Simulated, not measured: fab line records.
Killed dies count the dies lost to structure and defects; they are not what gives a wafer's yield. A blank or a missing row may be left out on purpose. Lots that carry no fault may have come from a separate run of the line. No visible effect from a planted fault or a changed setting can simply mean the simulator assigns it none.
Chamber matching ; flow gf180mcu ; GF_V5_CMP_26 on cmp-02: 4 sister chambers
The step polishes, stops on SiO2, t overpolish 15 s, target thk 0 nm. 24 wafers are shown with their chamber, then 12 later ones without.

## WAFERS WITH THEIR CHAMBER
wafer;chamber;motor-current-A (A);retaining-ring-pressure-frac;time-to-endpoint-s (s)
L074.2;1;10.0;0.993;87.2
L074.3;0;10.5;0.994;88.7
L074.4;2;11.6;1.001;87.5
L076.2;3;13.0;1.002;84.3
L076.3;1;9.0;1.001;83.7
L076.4;2;10.7;1.009;86.2
L077.3;3;12.6;0.997;76.8
L077.4;1;9.7;1.005;83.5
L077.6;2;11.4;1.003;81.8
L080.1;3;12.5;1.003;82.6
L080.2;0;10.6;1.001;84.5
L080.3;1;9.4;0.996;84.0
L083.1;0;10.7;0.995;81.0
L083.3;3;12.9;1.002;83.4
L083.6;2;11.4;0.993;85.0
L084.2;0;11.2;0.998;88.4
L084.4;3;13.3;1.005;87.2
L084.5;3;13.0;1.008;88.8
L085.3;2;10.7;1.001;88.0
L085.5;0;10.2;0.993;89.0
L085.6;3;12.5;1.006;88.1
L089.2;3;12.0;0.996;82.8
L089.3;0;11.1;0.997;85.8
L089.6;1;9.0;1.009;82.0

SIGNATURES (means of the wafers above)
reading;chamber 0;chamber 1;chamber 2;chamber 3;scatter within a chamber
motor-current-A;10.717;9.420;11.160;12.725;0.41
retaining-ring-pressure-frac;0.99633;1.00080;1.00140;1.00238;0.00482
time-to-endpoint-s;86.233;84.080;85.700;84.250;3.11
Rule: a wafer's distance from a chamber is the root of the sum, over the readings, of the square of ((its reading less the chamber's mean) divided by the reading's scatter). If the next closest chamber is less than 2 further off than the closest, the wafer can't be placed; otherwise it belongs to the closest. The scatter is the square root of a quotient: the sum, over the shown wafers, of each reading's squared deviation from its chamber's mean, divided by wafers minus chambers.

## WAFERS MISSING THEIR CHAMBER
wafer;motor-current-A (A);retaining-ring-pressure-frac;time-to-endpoint-s (s)
L090.1;9.7;1.001;87.9
L090.4;12.6;0.999;84.4
L090.5;12.8;1.004;86.1
L094.1;10.6;1.007;85.1
L094.2;12.1;1.005;87.3
L094.6;10.3;1.000;87.7
L095.1;11.0;1.003;85.7
L095.2;13.0;1.003;87.2
L095.3;11.4;1.004;83.2
L097.1;11.0;1.004;87.7
L097.3;12.6;0.998;84.2
L097.4;10.4;0.997;87.9

## EACH ONE'S CHAMBER
wafer;from the rows above;in truth
L090.1;can't be placed: 1 or 0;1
L090.4;3;3
L090.5;3;3
L094.1;can't be placed: 2 or 0 or 1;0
L094.2;can't be placed: 3 or 2 or 0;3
L094.6;can't be placed: 0 or 2 or 1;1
L095.1;can't be placed: 2 or 0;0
L095.2;3;3
L095.3;can't be placed: 2 or 0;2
L097.1;can't be placed: 2 or 0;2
L097.3;3;3
L097.4;can't be placed: 0 or 2 or 1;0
4 of 12 placed correctly. From these rows, 8 cannot be placed; in 8 the true chamber is one of the candidates. 0 placed wrongly.
